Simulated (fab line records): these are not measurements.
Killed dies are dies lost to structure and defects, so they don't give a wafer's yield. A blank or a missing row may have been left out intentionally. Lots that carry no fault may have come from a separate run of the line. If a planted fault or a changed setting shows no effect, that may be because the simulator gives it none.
Split-lot trial ; flow sfq-line ; 23 wafers read from 5 lots, route of 325 steps

== THE SPLIT ITSELF ==
At SFQ_TRILAYER_M3_LITHO_COAT_080 (resist thk 62 nm), the setting resist-thk-nm was moved away from the recipe's 62 nm on 11 of the 23 wafers read, by -5.3% to +5.0%. This setting was run at the recipe's value on the other wafers.

No step appears in the file between the split and the reading.

== THE READING ==
oes-product-au, in a.u., at SFQ_TRILAYER_M3_BARC_OPEN_METAL_ETCH_100 (etches BARC in O2, target depth 125 nm, time 41.7 s). On this fab line, fault-free wafers typically give 0.685 a.u. with a standard deviation of 0.0044 a.u.

wafer;tool, chamber at the split;resist-thk-nm as run, nm;against the recipe;oes-product-au, a.u.;against lot-mates on the recipe
L076.1;litho-track-03, 0;64.75;+4.4%;0.699;+0.011
L076.2;litho-track-03, 0;62;recipe;0.688;-
L076.3;litho-track-03, 0;62;recipe;0.688;-
L076.5;litho-track-03, 0;64.75;+4.4%;0.699;+0.011
L076.6;litho-track-03, 0;64.75;+4.4%;0.698;+0.010
L081.2;litho-track-02, 0;62;recipe;0.689;-
L081.3;litho-track-02, 0;62;recipe;0.692;-
L081.6;litho-track-02, 0;62;recipe;0.685;-
L082.1;litho-track-04, 0;64.61;+4.2%;0.695;+0.009
L082.2;litho-track-04, 0;64.61;+4.2%;0.695;+0.009
L082.3;litho-track-04, 0;62;recipe;0.690;-
L082.5;litho-track-04, 0;64.61;+4.2%;0.692;+0.006
L082.6;litho-track-04, 0;62;recipe;0.681;-
L083.1;litho-track-02, 0;65.07;+5.0%;0.696;+0.007
L083.2;litho-track-02, 0;62;recipe;0.689;-
L083.3;litho-track-02, 0;62;recipe;0.689;-
L083.5;litho-track-02, 0;65.07;+5.0%;0.697;+0.008
L083.6;litho-track-02, 0;65.07;+5.0%;0.699;+0.010
L084.1;litho-track-03, 0;58.7;-5.3%;0.668;-0.016
L084.2;litho-track-03, 0;62;recipe;0.683;-
L084.3;litho-track-03, 0;62;recipe;0.684;-
L084.4;litho-track-03, 0;62;recipe;0.685;-
L084.6;litho-track-03, 0;58.7;-5.3%;0.670;-0.014

FIT RESULTS
A straight line over all 23 wafers: oes-product-au changes by +0.00258 a.u. for each +1% of resist-thk-nm; r = +0.93; the points scatter about the line by 0.0031 a.u.
The same after taking each lot's own level away (the mean of its wafers on the recipe; 23 wafers): +0.00229 a.u. for each +1%; r = +0.95; scatter 0.0024 a.u.
On that fit, the largest move of resist-thk-nm shifts the reading by 0.012 a.u.
Across the lots, their own levels run from 0.6840 to 0.6890 a.u., a range of 1.1 times the standard deviation given above.
Hence the slope depends on the lot-to-lot level, as the two fits are not the same.
Check: for one of the wafers moved furthest among these (-5.3%), held out of the fit, the line's prediction against its lot-mates is -0.0118 a.u. Against them it came out at -0.016 a.u.

== FURTHER SPLITS ON THESE WAFERS ==
These wafers also went through other splits before the reading. Each is held against what the fit with the lots' levels taken away leaves over:
other split on the same wafers;wafers away from the commonest value;r with oes-product-au (lot level and that fit taken away)
SFQ_TRILAYER_I1_VIA_LITHO_EXPOSE_050 dose-mj;8;-0.28
SFQ_TRILAYER_M2_LITHO_COAT_057 spin-rpm;8;-0.05
SFQ_TRILAYER_I2_VIA_LITHO_COAT_072 resist-thk-nm;9;+0.08
SFQ_TRILAYER_I2_VIA_BARC_OPEN_VIA_ETCH_096 pressure-mtorr;10;+0.21

== THE WHOLE CHAIN: every reading that the file lists as answering this split, in the file's order ==
step;what it does;reading;change (the file's fit);r (the file's)
SFQ_TRILAYER_M3_LITHO_COAT_080;resist thk 62 nm;BARC_of_TRILAYER_M3_LITHO_COAT_080.thk-nm (the simulator's own value, which no gauge read);+0.595 nm for each +1% of the setting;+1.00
SFQ_TRILAYER_M3_BARC_OPEN_METAL_ETCH_100;etches BARC in O2, target depth 125 nm, time 41.7 s;oes-product-au;+0.00229 a.u. for each +1% of the setting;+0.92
SFQ_TRILAYER_M3_BARC_OPEN_METAL_ETCH_100;etches BARC in O2, target depth 125 nm, time 41.7 s;etch.depth-nm (the simulator's own value, which no gauge read);+0.591 nm for each +1% of the setting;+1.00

== THE FILE'S OWN FIT ==
oes-product-au changes by +0.00229 a.u. for each +1% of resist-thk-nm, r = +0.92.
